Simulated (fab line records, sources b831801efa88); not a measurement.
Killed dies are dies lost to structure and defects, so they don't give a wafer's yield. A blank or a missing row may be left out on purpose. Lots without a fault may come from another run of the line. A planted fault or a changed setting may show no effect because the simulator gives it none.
fab line records | flow gf180mcu
record lots=14 wafers=42 last_day=34
route steps=602 shown CONTACT@311 M1@318
lots that met no fault: from a run of the same line without faults
start_h: hours from the record's first day to the start of the lot's first wafer shown | wait_h: hours since the lot's step before | " the same as in the row above | L1.1+2: a row that stands for several wafers | - no value, or no start given | * or withheld: withheld | < > ~ a bound
route shown NAME@n: a module of which the file shows steps, and the number in the route of the first | usual: mean/standard deviation of fault-free wafers | same: alike in all rows | chamber/n: place in a boat | sites: the reading at each site | _std_site: their standard deviation | _edge_site: outer sites' mean less inner sites' | radius_mm: how far each site lies from the wafer's centre | mask NAME#n: copy n | behind: the tool/chamber that last shaped the wafer | hold: why the lot was held/for how many hours/how that ended | device: the transistor (n, p or np) that didn't switch | end of line: the same wafers' tests at the end of the route | a step without rows: its recipe alone | killed: dies lost to structure and defects at the first sort, not the wafer's yield | map: a wafer's dies, x killed, . not, _ none there
set.NAME: the setting as run; set.NAME@STEP: as run at that earlier step | model.NAME: the simulator's own value behind a step, which no gauge read
steps of the route over a sample of lots; a table a step, a row a wafer
services: from which hour (start_h, from the record's first day; less than 0 if before it) a tool's chamber was out of use, for how many hours, and why
## steps
# step GF_CONTACT_CVD_24
# recipe material=W target_thk_nm=300 time_s=90.339 temp_c=400 pressure_torr=40
# usual chamber_pressure_Torr=40.01/0.094 heater_power_w=868/90
# same time_s=90.339
# columns lot.wafer tool chamber start_h wait_h chamber_pressure_Torr heater_power_w
L439.3 cvd_w-02 1 365.18 0.1 40.17 786
L439.4 " 0 " " 40.16 935
L439.5 " 0 " " 40.01 950
L441.1 cvd_w-02 0 376.30 0.0 39.97 932
L441.4 " 1 " " 39.99 789
L441.6 " 0 " " 40.02 916
L443.2 cvd_w-01 0 388.82 0.0 39.89 1035
L443.4 " 1 " " 39.91 763
L443.6 " 1 " " 40.08 774
L444.3 cvd_w-02 1 395.73 0.1 40.09 786
L444.4 " 0 " " 39.92 928
L444.5 " 1 " " 39.92 780
L446.2 cvd_w-01 0 432.76 0.0 40.12 972
L446.4 " 0 " " 39.88 969
L446.5 " 0 " " 40.07 944
L450.2 cvd_w-02 1 465.75 0.0 40.07 783
L450.4 " 1 " " 40.08 798
L450.5 " 0 " " 40.01 919
L449.1 cvd_w-01 1 468.61 0.0 39.98 734
L449.3 " 0 " " 40.09 944
L449.6 " 0 " " 40.00 957
L454.2 cvd_w-02 1 492.37 0.0 39.94 809
L454.3 " 0 " " 40.03 924
L454.5 " 0 " " 40.15 926
L455.2 cvd_w-01 1 497.16 0.0 39.87 767
L455.4 " 0 " " 40.06 976
L455.5 " 0 " " 39.98 947
L457.3 cvd_w-02 1 516.13 0.1 39.94 799
L457.4 " 0 " " 39.96 933
L457.6 " 1 " " 40.13 810
L459.2 cvd_w-01 0 541.43 0.0 40.20 951
L459.5 " 1 " " 40.16 770
L459.6 " 0 " " 40.11 957
L461.3 cvd_w-02 1 552.27 0.1 39.95 806
L461.4 " 0 " " 39.97 918
L461.5 " 0 " " 39.92 945
L460.2 cvd_w-01 1 552.97 0.0 40.07 753
L460.4 " 1 " " 40.11 784
L460.6 " 1 " " 40.00 753
L462.1 cvd_w-02 0 573.79 0.0 39.95 921
L462.4 " 0 " " 39.97 946
L462.5 " 0 " " 39.82 938
# step GF_M1_SPUTTER_03
# recipe material=Ti target_thk_nm=10 substrate_temp_c=300 chamber_pressure_pa=0.3 power_w=3000 time_s=6.7
# usual cathode_dc_power_W=3000.1/0.54 throttle_valve_pct=29.9/1.1
# same time_s=6.7
# columns lot.wafer tool chamber start_h wait_h cathode_dc_power_W throttle_valve_pct
L439.3 pvd_sputter-02 - 365.89 0.0 3001.2 29.3
L439.4 " - " " 3000.0 31.3
L439.5 " - " " 2999.6 29.0
L441.1 pvd_sputter-04 - 377.04 0.0 3000.4 31.3
L441.4 " - " " 3000.6 31.7
L441.6 " - " " 2999.8 29.9
L443.2 pvd_sputter-01 - 389.56 0.0 2999.7 28.8
L443.4 " - " " 2999.8 30.3
L443.6 " - " " 3000.2 28.7
L444.3 pvd_sputter-02 - 396.44 0.0 3000.1 29.4
L444.4 " - " " 3000.2 28.3
L444.5 " - " " 2999.5 29.0
L446.2 pvd_sputter-02 - 433.50 0.0 2998.9 28.2
L446.4 " - " " 3000.3 29.2
L446.5 " - " " 3000.1 28.6
L450.2 pvd_sputter-01 - 466.49 0.0 3000.6 29.5
L450.4 " - " " 3000.1 30.6
L450.5 " - " " 3001.2 30.5
L449.1 pvd_sputter-02 - 469.35 0.0 2999.5 28.8
L449.3 " - " " 2999.8 28.9
L449.6 " - " " 2999.2 31.4
L454.2 pvd_sputter-01 - 493.11 0.0 3000.5 30.5
L454.3 " - " " 3000.3 29.4
L454.5 " - " " 3000.6 31.4
L455.2 pvd_sputter-01 - 497.90 0.0 3000.1 28.7
L455.4 " - " " 3000.3 29.6
L455.5 " - " " 2999.3 30.5
L457.3 pvd_sputter-01 - 516.84 0.0 3000.0 29.4
L457.4 " - " " 3000.2 29.2
L457.6 " - " " 3000.2 31.2
L459.2 pvd_sputter-01 - 542.17 0.0 3000.7 28.7
L459.5 " - " " 3000.7 28.8
L459.6 " - " " 3000.5 31.6
L461.3 pvd_sputter-01 - 552.98 0.0 2999.8 30.6
L461.4 " - " " 2999.7 28.6
L461.5 " - " " 2999.6 28.7
L460.2 pvd_sputter-04 - 553.71 0.0 2999.0 29.5
L460.4 " - " " 3000.4 31.3
L460.6 " - " " 2999.5 29.5
L462.1 pvd_sputter-04 - 574.53 0.0 3000.3 29.5
L462.4 " - " " 3000.5 31.3
L462.5 " - " " 2999.9 29.8
# step GF_M1_EXPOSE_11
# recipe mask_id=Metal1 target_cd_nm=230 na=0.68 source_shape=conventional sigma_outer=0.6 dose_mj=28
# usual exposure_dose_mJ_cm2=27.95/0.074 focus_offset_nm=0.2/0.58 stage_vel_mm_s=500.02/0.26
# columns lot.wafer tool chamber start_h wait_h mask exposure_dose_mJ_cm2 focus_offset_nm stage_vel_mm_s
L439.3 krf_scanner-02 0 377.42 - Metal1#0 27.84 1.7 499.91
L439.4 " 0 " " Metal1#0 27.86 0.5 500.21
L439.5 " 0 " " Metal1#0 27.86 0.8 499.79
L441.1 krf_scanner-01 0 388.58 - Metal1#0 27.99 -0.1 499.61
L441.4 " 0 " " Metal1#0 27.94 -0.8 499.56
L441.6 " 0 " " Metal1#0 27.99 -0.2 499.67
L443.2 krf_scanner-02 0 401.05 - Metal1#0 27.89 0.5 499.90
L443.4 " 0 " " Metal1#0 27.87 0.8 499.77
L443.6 " 0 " " Metal1#0 27.88 1.2 500.28
L444.3 krf_scanner-01 0 407.89 - Metal1#0 27.99 -0.3 499.98
L444.4 " 0 " " Metal1#0 27.99 0.1 499.94
L444.5 " 0 " " Metal1#0 28.00 0.3 500.28
L446.2 krf_scanner-01 0 446.52 - Metal1#0 28.02 -0.3 499.72
L446.4 " 0 " " Metal1#0 28.04 -0.1 499.46
L446.5 " 0 " " Metal1#0 27.99 0.2 499.83
L450.2 krf_scanner-01 - 478.44 - Metal1#0 - - -
L450.4 " - " " Metal1#0 - - -
L450.5 " - " " Metal1#0 - - -
L449.1 krf_scanner-01 - 481.50 - Metal1#0 - - -
L449.3 " - " " Metal1#0 - - -
L449.6 " - " " Metal1#0 - - -
L454.2 krf_scanner-01 0 504.92 - Metal1#0 27.94 0.2 499.94
L454.3 " 0 " " Metal1#0 27.95 0.3 499.78
L454.5 " 0 " " Metal1#0 27.93 0.4 499.82
L455.2 krf_scanner-01 0 509.04 - Metal1#0 27.97 0.4 500.40
L455.4 " 0 " " Metal1#0 28.00 0.3 499.90
L455.5 " 0 " " Metal1#0 27.97 0.6 500.24
L457.3 krf_scanner-02 0 528.64 - Metal1#0 27.84 1.3 499.97
L457.4 " 0 " " Metal1#0 27.84 0.7 499.65
L457.6 " 0 " " Metal1#0 27.85 1.1 499.91
L459.2 krf_scanner-02 0 553.52 - Metal1#0 27.85 0.1 499.90
L459.5 " 0 " " Metal1#0 27.80 -0.6 499.83
L459.6 " 0 " " Metal1#0 27.87 -0.3 500.22
L461.3 krf_scanner-01 0 564.64 - Metal1#0 28.03 0.1 499.62
L461.4 " 0 " " Metal1#0 27.98 1.3 499.44
L461.5 " 0 " " Metal1#0 27.99 0.7 499.90
L460.2 krf_scanner-01 0 565.12 - Metal1#0 27.97 0.0 499.55
L460.4 " 0 " " Metal1#0 27.91 0.8 500.01
L460.6 " 0 " " Metal1#0 27.95 -0.1 499.77
L462.1 krf_scanner-02 0 585.40 - Metal1#0 27.81 0.1 499.97
L462.4 " 0 " " Metal1#0 27.82 0.8 500.41
L462.5 " 0 " " Metal1#0 27.79 0.1 499.94
# step GF_M1_CD_MEAS_14
# recipe target_cd_nm=230
# usual cd_nm=229.8/1.3
# columns lot.wafer tool chamber start_h wait_h cd_nm
L439.3 cd_sem-02 - 388.42 0.1 228.8
L439.4 " - " " 227.9
L439.5 " - " " 228.8
L441.1 cd_sem-02 - 400.00 0.1 229.6
L441.4 " - " " 229.3
L441.6 " - " " 229.7
L443.2 cd_sem-02 - 412.05 0.1 228.5
L443.4 " - " " 228.5
L443.6 " - " " 228.7
L444.3 cd_sem-02 - 419.94 0.1 229.0
L444.4 " - " " 227.1
L444.5 " - " " 228.5
L446.2 cd_sem-02 - 458.55 0.1 228.9
L446.4 " - " " 229.7
L446.5 " - " " 228.5
L450.2 cd_sem-01 - 489.90 0.1 -
L450.4 " - " " -
L450.5 " - " " -
L449.1 cd_sem-02 - 493.57 0.1 -
L449.3 " - " " -
L449.6 " - " " -
L454.2 cd_sem-01 - 516.04 0.1 227.7
L454.3 " - " " 228.2
L454.5 " - " " 226.8
L455.2 cd_sem-02 - 520.72 0.1 229.2
L455.4 " - " " 229.7
L455.5 " - " " 228.5
L457.3 cd_sem-01 - 540.09 0.1 231.2
L457.4 " - " " 230.9
L457.6 " - " " 230.2
L459.2 cd_sem-01 - 564.70 0.1 230.1
L459.5 " - " " 229.7
L459.6 " - " " 230.6
L461.3 cd_sem-01 - 575.04 0.1 229.4
L461.4 " - " " 228.7
L461.5 " - " " 230.3
L460.2 cd_sem-01 - 575.97 0.1 232.2
L460.4 " - " " 231.7
L460.6 " - " " 234.1
L462.1 cd_sem-01 - 595.87 0.1 231.0
L462.4 " - " " 230.1
L462.5 " - " " 229.1
## services
# columns tool chamber start_h hours kind
pvd_sputter-01 - 349.07 1.8 repair
krf_scanner-01 - 358.48 0.8 pm
krf_scanner-01 - 377.59 1.3 pm
krf_scanner-02 - 379.04 0.8 pm
cvd_w-02 - 382.25 0.4 repair
cvd_w-01 - 390.00 14.0 pm
krf_scanner-01 - 396.77 1.0 pm
krf_scanner-01 - 404.49 0.8 pm
cvd_w-01 1 406.39 8.5 repair
krf_scanner-02 - 409.97 1.0 pm
cvd_w-02 - 416.39 1.0 repair
cvd_w-01 - 423.81 1.2 repair
krf_scanner-02 - 439.83 1.3 pm
krf_scanner-02 - 443.57 2.1 repair
krf_scanner-01 - 446.69 2.2 repair
krf_scanner-02 - 450.22 17.9 repair
cvd_w-02 - 456.50 1.4 repair
krf_scanner-01 - 488.87 4.0 pm
krf_scanner-01 - 492.97 4.9 repair
cvd_w-02 - 519.25 2.4 repair
krf_scanner-01 - 553.49 1.3 pm
krf_scanner-01 - 565.77 1.0 pm
krf_scanner-01 - 573.29 0.8 pm
cvd_w-01 - 584.18 1.5 repair
## key
first_sign step=GF_M1_EXPOSE_11 reading=tool_record direction=missing
effect none on later readings
met_at GF_M1_EXPOSE_11
struck_lots L449,L450
later_rows_left_out L449.1,L449.3,L449.6,L450.2,L450.4,L450.5
sort_left_out L449.1,L449.3,L449.6,L450.2,L450.4,L450.5
tester_left_out L449
not_acting_at GF_CONTACT_CVD_24,GF_M1_SPUTTER_03,GF_M1_CD_MEAS_14
onset_between 446.52 478.44
earlier_fault kind=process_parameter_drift tool=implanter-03 chamber=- onset_h=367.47 steps=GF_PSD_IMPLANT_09 channel=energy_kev offset=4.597 shape=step end_h=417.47 acts_in=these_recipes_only stated=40
fault kind=skipped_step_whole tool=krf_scanner-01 chamber=- onset_h=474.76 steps=GF_M1_EXPOSE_11 scope=struck_lots_only
# tester_left_out: of these lots the tester's yield and bins aren't shown, on N5 and GAA mostly nor the transistor test; their killed dies are dies lost to structure and defects alone, not to doping, threshold or leakage, so they don't give the yield
# sort_left_out: the simulated sort isn't trusted on such a fault, so these wafers' sort isn't shown, and their yield isn't known
# later_rows_left_out: the simulator's readings of these wafers behind a module that went badly wrong aren't trusted and aren't shown, but for the sort
